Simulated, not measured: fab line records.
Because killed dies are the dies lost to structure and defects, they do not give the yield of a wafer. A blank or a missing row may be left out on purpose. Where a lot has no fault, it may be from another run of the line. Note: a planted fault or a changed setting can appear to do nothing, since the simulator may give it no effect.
A struck lot beside a sound one / flow gf180mcu / 16 steps out of a route of 602
Sound: these wafers, L499.1, L499.4, L499.6. Struck: wafer L508.1 (left out: L508.2, L508.5 of the same lot, which were not struck); the cause appears at the end.
For every step that has rows: the tool of each side, followed by ch and its chambers, followed by its first start. Under that, the readings that differ: sound wafers / struck wafers / difference of the means / sigmas: that difference in standard deviations of wafers without a fault.
alike: words and numbers the same on both sides, and readings whose means are apart by under 2 such deviations; not compared: readings that were withheld, readings missing a value for some wafer, numbers with overlapping values and no deviation given by the record, and bounds like >300 which may hide the same value.
The two part at a step that has a row with sigmas, a row that says differs or no value, or rows on one side only. Numbers that have no deviation but don't overlap get no sigmas and don't part them. Lack of a reading on every wafer of one side parts them only where that side has two or more wafers.

GF_STI_THK_MEAS_02:
  sound on film_metro-04 at day 2 02:31; struck on film_metro-03 at day 4 00:01
  alike: STI_OXIDATION_THK
then, 1 step without rows for these wafers: GF_STI_CVD_03 (deposits Si3N4 from DCS/NH3, target thk 207.16 nm, time 3551 s).
GF_STI_THK_MEAS_04:
  sound on film_metro-04 at day 2 04:34; struck on film_metro-01 at day 4 02:04
  alike: STI_CVD_03_THK
then, 7 steps without rows for these wafers: GF_STI_DEHYDRATE_05 (time 60 s); GF_STI_HMDS_06 (prime time 60 s); GF_STI_COAT_07 (resist thk 700 nm); GF_STI_SOFTBAKE_08 (time 60 s); GF_STI_EXPOSE_09 (exposes mask COMP, target cd 220 nm); GF_STI_PEB_10 (peb time 90 s); GF_STI_DEVELOP_11 (develop time 60 s).
GF_STI_CD_MEAS_12: the cd target is 220 nm.
  sound on cd_sem-02 at day 2 16:37; struck on cd_sem-02 at day 4 15:15
reading=cd_nm (nm); sound=219.0 219.2 218.6; struck=222.1; difference=+3.2; sigmas=+2
GF_STI_ETCH_13: etches the open film in CHF3/O2, stops on Si, target depth 282.31 nm, time 112.9 s.
  sound on rie_diel-04 ch 1,2, day 2 16:44; struck on rie_diel-03 ch 1, day 4 15:22
reading=drypump_motor_current_A (A); sound=5.9 5.9 5.9; struck=4.8; difference=-1.1; sigmas=-2
  alike: oes_product_au, run_length_s, throttle_valve_pct
  not compared: rf_hours_counter_h
GF_STI_ETCH_14: etches Si in HBr/Cl2/O2, target depth 360 nm, time 102.9 s.
  sound on rie_si-02 ch 0,3, day 2 16:49; struck on rie_si-01 ch 3, day 4 15:27
reading=drypump_motor_current_A (A); sound=6.1 6.5 6.1; struck=5.0; difference=-1.2; sigmas=-2
reading=run_length_s (s); sound=131.1 131.5 131.1; struck=94.5; difference=-36.7; sigmas=-99 or more
reading=model.STI.feature_depth_nm (nm); sound=359.2 354.1 365.3; struck=226.6; difference=-132.9; sigmas=
reading=model.etch.depth_nm (nm); sound=359.2 354.1 365.3; struck=226.6; difference=-132.9; sigmas=
reading=model.KrF_of_STI_COAT_07.thk_nm (nm); sound=324.4 321.3 325.3; struck=361.4; difference=+37.7; sigmas=
  alike: mfc_cl2_sccm, oes_product_au, throttle_valve_pct
  not compared: rf_hours_counter_h
GF_STI_STRIP_15: strips in O2/N2.
  sound on plasma_asher-02 ch 0,1, day 2 16:53; struck on plasma_asher-03 ch 0, day 4 15:31
reading=oes_product_au (a.u.); sound=0.386 0.391 0.394; struck=0.406; difference=+0.016; sigmas=+3
reading=strip_time_to_endpoint_s (s); sound=3.76 3.75 3.78; struck=4.17; difference=+0.41; sigmas=+6
  alike: drypump_motor_current_A, heater_power_w
  not compared: rf_hours_counter_h
then, 1 step without rows for these wafers: GF_STI_CLEAN_16 (cleans in dHF, time 25 s).
-- the record jumps here: 28 days lie between the struck wafers' starts before and after (it left off in module STI and takes up again in module PASSIVATION, whose first step shown is number 602 of the route) --
GF_PASSIVATION_PROBE_99:
  sound on prober-01 at day 29 21:09; struck on prober-02 at day 32 12:21
reading=model.etest.pwell_in_dnwell.line_ohm_um; sound=3902 3927 4008; struck=3118; difference=-828; sigmas=
reading=model.etest.ldpmos_10p0.r_on_ohm_um; sound=1.111e+04 1.128e+04 1.115e+04; struck=1.044e+04; difference=-7.400e+02; sigmas=
reading=model.etest.pwell_in_dnwell.rs_ohm_sq; sound=2330 2342 2416; struck=1892; difference=-471; sigmas=
reading=model.etest.p_drift.rs_ohm_sq; sound=2324 2324 2418; struck=1907; difference=-448; sigmas=
reading=model.etest.ldnmos_10p0.r_on_ohm_um; sound=3743 3739 3739; struck=3289; difference=-451; sigmas=
reading=model.etest.n_drift.rs_ohm_sq; sound=1160 1174 1191; struck=852.3; difference=-322.7; sigmas=
reading=model.etest.nwell.line_ohm_um; sound=1166 1170 1185; struck=938.5; difference=-235.2; sigmas=
reading=model.etest.nwell.rs_ohm_sq; sound=999.7 1014 1029; struck=810.6; difference=-203.6; sigmas=

WHERE THEY PART
First at GF_STI_CD_MEAS_12; last, within this record, at GF_STI_STRIP_15.

WHY: what the simulator had put in
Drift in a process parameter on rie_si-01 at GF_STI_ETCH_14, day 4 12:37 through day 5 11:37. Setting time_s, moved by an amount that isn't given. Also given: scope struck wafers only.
